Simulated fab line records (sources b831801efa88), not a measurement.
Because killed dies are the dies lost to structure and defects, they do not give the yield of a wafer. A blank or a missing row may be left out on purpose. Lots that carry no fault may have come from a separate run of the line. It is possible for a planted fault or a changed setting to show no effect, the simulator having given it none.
Which tool is to blame?	flow gf180mcu	14 lots with 42 wafers sampled at 4 steps, on a route of 602 steps

WHAT THE GAUGES READ, wafer by wafer
No reading from a measuring or inspecting step in the record can be judged against a usual standard deviation.

WHICH TOOL RAN EACH LOT (tool, then ch and the chambers of the sampled wafers, then the start)
lot	GF_CONTACT_CMP_27	GF_M2_SPUTTER_00	GF_V2_CVD_02	GF_M3_SPUTTER_02
L519	cmp-02 ch 0,3, day 16 05:12	pvdSputter-02, day 18 06:30	pecvd-04 ch 0,1, day 19 08:12	pvdSputter-03, day 20 10:21
L521	cmp-02 ch 2,3, day 16 21:32	pvdSputter-02, day 18 23:54	pecvd-04 ch 0,1,2, day 20 00:11	pvdSputter-04, day 21 02:30
L522	cmp-02 ch 1,2,3, day 17 14:42	pvdSputter-03, day 19 18:20	pecvd-01 ch 0,1,2, day 20 20:06	pvdSputter-02, day 21 22:31
L523	cmp-02 ch 0,1,2, day 17 20:40	pvdSputter-02, day 19 23:46	pecvd-01 ch 0,1,2, day 21 00:42	pvdSputter-03, day 22 02:09
L524	cmp-02 ch 0,1,2, day 18 04:45	pvdSputter-02, day 20 08:56	pecvd-04 ch 1,2, day 21 10:06	pvdSputter-04, day 22 11:54
L532	cmp-01 ch 0,2,3, day 21 00:24	pvdSputter-02, day 23 02:54	pecvd-01 ch 1,2, day 24 02:14	pvdSputter-02, day 25 01:50
L533	cmp-02 ch 1,3, day 21 05:13	pvdSputter-01, day 23 07:17	pecvd-04 ch 1,2, day 24 06:58	pvdSputter-04, day 25 06:09
L534	cmp-02 ch 0,2,3, day 21 17:52	pvdSputter-03, day 23 18:43	pecvd-03 ch 0,1,2, day 24 18:44	pvdSputter-04, day 25 18:23
L536	cmp-02 ch 0,2,3, day 22 07:41	pvdSputter-02, day 24 08:08	pecvd-04 ch 0,1, day 25 06:53	pvdSputter-02, day 26 05:54
L537	cmp-02 ch 1,2, day 22 20:34	pvdSputter-01, day 24 20:23	pecvd-04 ch 0,1, day 25 18:19	pvdSputter-04, day 26 17:23
L538	cmp-02 ch 0,2, day 22 22:40	pvdSputter-01, day 24 21:53	pecvd-04 ch 0,1,2, day 25 19:59	pvdSputter-02, day 26 19:05
L539	cmp-02 ch 0,1,2, day 23 05:43	pvdSputter-02, day 25 04:13	pecvd-01 ch 0,1,2, day 26 01:53	pvdSputter-02, day 27 00:50
L541	cmp-02 ch 1,2,3, day 23 18:37	pvdSputter-01, day 25 17:50	pecvd-01 ch 0,2, day 26 16:05	pvdSputter-04, day 27 14:36
L542	cmp-02 ch 0,1,3, day 24 03:23	pvdSputter-01, day 26 01:48	pecvd-01 ch 0,1, day 26 23:28	pvdSputter-03, day 27 21:01
- GF_CONTACT_CMP_27: polishes, stops on SiO2, t overpolish 15 s, target thk 0 nm.
- GF_M2_SPUTTER_00: material Ti, target thk 37.5 nm, time 150 s.
- GF_V2_CVD_02: deposits SiO2 from TEOS, target thk 850 nm, time 94.851 s.
- GF_M3_SPUTTER_02: material AlCu, target thk 450 nm, time 23.9 s.

WHAT THE TOOLS THEMSELVES READ (means of the sampled wafers that have a number; where no wafer has one, the mark that the record gives instead)
GF_CONTACT_CMP_27.
lot	tool	headPressurePsi (psi)	motorCurrentA (A)	overpolishRunS (s)	timeToEndpointS (s)
L519	cmp-02	3.499	10.5	15.009	72
L521	cmp-02	3.503	11.4	14.999	76
L522	cmp-02	3.498	11.6	15.002	70
L523	cmp-02	3.638	11.5	15.001	73
L524	cmp-02	3.632	11.5	14.992	70
L532	cmp-01	3.503	12.0	15.001	68
L533	cmp-02	3.496	11.4	15.002	64
L534	cmp-02	3.504	11.0	15.005	70
L536	cmp-02	3.494	10.9	14.998	75
L537	cmp-02	3.495	11.4	15.003	69
L538	cmp-02	3.504	10.6	14.994	70
L539	cmp-02	3.500	10.8	14.991	68
L541	cmp-02	3.502	11.4	14.998	69
L542	cmp-02	3.499	11.3	15.001	71

GF_M2_SPUTTER_00.
lot	tool	throttleValvePct (%)
L519	pvdSputter-02	30.3
L521	pvdSputter-02	30.3
L522	pvdSputter-03	29.4
L523	pvdSputter-02	30.8
L524	pvdSputter-02	31.2
L532	pvdSputter-02	30.6
L533	pvdSputter-01	30.3
L534	pvdSputter-03	29.0
L536	pvdSputter-02	30.9
L537	pvdSputter-01	29.7
L538	pvdSputter-01	30.7
L539	pvdSputter-02	31.3
L541	pvdSputter-01	30.8
L542	pvdSputter-01	30.8

GF_V2_CVD_02.
lot	tool	heaterPowerW (W)
L519	pecvd-04	633
L521	pecvd-04	693
L522	pecvd-01	595
L523	pecvd-01	643
L524	pecvd-04	669
L532	pecvd-01	707
L533	pecvd-04	802
L534	pecvd-03	734
L536	pecvd-04	631
L537	pecvd-04	619
L538	pecvd-04	706
L539	pecvd-01	659
L541	pecvd-01	595
L542	pecvd-01	658

GF_M3_SPUTTER_02.
lot	tool	throttleValvePct (%)
L519	pvdSputter-03	29.1
L521	pvdSputter-04	29.2
L522	pvdSputter-02	29.5
L523	pvdSputter-03	29.4
L524	pvdSputter-04	30.3
L532	pvdSputter-02	29.8
L533	pvdSputter-04	29.5
L534	pvdSputter-04	30.4
L536	pvdSputter-02	30.5
L537	pvdSputter-04	30.3
L538	pvdSputter-02	29.6
L539	pvdSputter-02	30.8
L541	pvdSputter-04	30.3
L542	pvdSputter-03	29.5

THE ANSWER, worked out from the rows above alone
Rule: the lots themselves supply what counts as usual. Put in order of their means at a reading, lots are off if they are a third of the lots or fewer, leave a main group of 4 or more, and stand apart from it by a gap of 3 or more times the standard deviation of the main group's means; of several such gaps the widest counts. If all means in a main group match to the digits the tables above print for the reading, that group is not used. Also off: a lot with no number at a reading for which 4 or more lots have one. Where the step has rows for the other lots, those lots are counted as sound. After the gauges, taken in route order, come the tools' own readings; for these a lot's mean is taken, as printed above. At the first step where some lot is off, the reading lying furthest off is the one used; lots without a number count as furthest.
Off at GF_CONTACT_CMP_27 (headPressurePsi): L523, L524. The main group: mean 3.500 psi, standard deviation 0.0034.
If a tool, at that step or one of the process steps before it, ran each lot that is off and ran no sound lot following the first of them, it fits. None of those tried fits.

WHAT WAS PUT IN BY THE SIMULATOR
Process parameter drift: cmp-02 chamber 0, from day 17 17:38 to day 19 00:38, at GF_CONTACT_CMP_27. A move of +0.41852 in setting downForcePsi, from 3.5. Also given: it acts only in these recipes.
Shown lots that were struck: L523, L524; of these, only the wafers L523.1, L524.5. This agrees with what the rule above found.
